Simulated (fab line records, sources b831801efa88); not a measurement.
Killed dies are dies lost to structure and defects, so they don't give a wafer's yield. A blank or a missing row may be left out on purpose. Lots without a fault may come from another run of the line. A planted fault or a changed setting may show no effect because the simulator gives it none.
Split-lot experiment | flow gf180mcu | 5 lots, 23 wafers read, on a route of 602 steps

THE SPLIT
At GF_V3_CVD_02 (deposits SiO2 from TEOS, target thk 850 nm, time 94.851 s), the setting time_s was moved away from the recipe's 94.851 s on 11 of the 23 wafers read, by -12.3% to +13.7%. The other wafers ran this setting at the recipe's value.

The file shows no step between the split and the reading.

THE READING
V3_CVD_02_THK, in nm, at GF_V3_THK_MEAS_03. Fault-free wafers of this fab line usually give 849 nm, standard deviation 14 nm.

wafer  | tool, chamber at the split | time_s as run, s | against the recipe | V3_CVD_02_THK, nm | against lot-mates on the recipe
L074.1 | pecvd-04, 0                | 94.851           | recipe             | 866               | -
L074.2 | pecvd-04, 2                | 88.94            | -6.2%              | 807               | -62
L074.3 | pecvd-04, 1                | 88.94            | -6.2%              | 808               | -61
L074.4 | pecvd-04, 2                | 94.851           | recipe             | 872               | -
L074.5 | pecvd-04, 0                | 88.94            | -6.2%              | 819               | -50
L075.2 | pecvd-04, 1                | 107.8            | +13.7%             | 972               | +106
L075.3 | pecvd-04, 2                | 107.8            | +13.7%             | 970               | +104
L075.4 | pecvd-04, 2                | 107.8            | +13.7%             | 991               | +124
L075.5 | pecvd-04, 0                | 94.851           | recipe             | 858               | -
L075.6 | pecvd-04, 1                | 94.851           | recipe             | 875               | -
L082.1 | pecvd-03, 1                | 91.27            | -3.8%              | 810               | -31
L082.2 | pecvd-03, 2                | 94.851           | recipe             | 830               | -
L082.3 | pecvd-03, 0                | 94.851           | recipe             | 842               | -
L082.4 | pecvd-03, 0                | 91.27            | -3.8%              | 829               | -12
L082.5 | pecvd-03, 2                | 94.851           | recipe             | 851               | -
L084.1 | pecvd-03, 0                | 94.851           | recipe             | 843               | -
L084.2 | pecvd-03, 2                | 83.17            | -12.3%             | 751               | -104
L084.4 | pecvd-03, 0                | 83.17            | -12.3%             | 762               | -92
L084.5 | pecvd-03, 1                | 83.17            | -12.3%             | 758               | -96
L084.6 | pecvd-03, 2                | 94.851           | recipe             | 866               | -
L085.1 | pecvd-03, 2                | 94.851           | recipe             | 837               | -
L085.3 | pecvd-03, 1                | 94.851           | recipe             | 828               | -
L085.5 | pecvd-03, 2                | 94.851           | recipe             | 848               | -

THE FIT
A straight line over all 23 wafers: V3_CVD_02_THK changes by +8.41 nm for each +1% of time_s; r = +0.98; the points scatter about the line by 14 nm.
The same after taking each lot's own level away (the mean of its wafers on the recipe; 23 wafers): +8.11 nm for each +1%; r = +0.99; scatter 9.2 nm.
On that fit, the largest move of time_s shifts the reading by 1.1e+02 nm.
The lots' own levels span 837.7 to 869.0 nm, that is 2.2 times the standard deviation above.
So the lot-to-lot level changes the slope little: the two slopes agree.
Check: with one of the wafers moved furthest among these (+13.7%) left out of the fit, the line predicts +113 nm for it against its lot-mates. It came out at +106 nm against them.

OTHER SPLITS ON THESE WAFERS
These wafers also went through other splits before the reading. Each is held against what the fit with the lots' levels taken away leaves over:
other split on the same wafers | wafers away from the commonest value | r with V3_CVD_02_THK (lot level and that fit taken away)
GF_V2_PEB_12 peb_time_s        | 10                                   | -0.07
GF_V2_SPUTTER_21 power_w       | 8                                    | +0.05
GF_M3_COAT_09 resist_thk_nm    | 10                                   | +0.11
GF_M3_METAL_ETCH_16 bias_w     | 6                                    | +0.02

THE WHOLE CHAIN: every reading that the file lists as answering this split, in the file's order
step              | what it does                                              | reading                                                                   | change (the file's fit)              | r (the file's)
GF_V3_CVD_02      | deposits SiO2 from TEOS, target thk 850 nm, time 94.851 s | SiO2_of_V3_CVD_02.thk_nm (the simulator's own value, which no gauge read) | +8.08 nm for each +1% of the setting | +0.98
GF_V3_THK_MEAS_03 |                                                           | V3_CVD_02_THK                                                             | +8.09 for each +1% of the setting    | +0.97
GF_V3_CMP_04      | polishes SiO2                                             | time_to_endpoint_s                                                        | withheld for each +1% of the setting | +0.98

THE FILE'S OWN FIT
V3_CVD_02_THK changes by +8.09 nm for each +1% of time_s, r = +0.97.
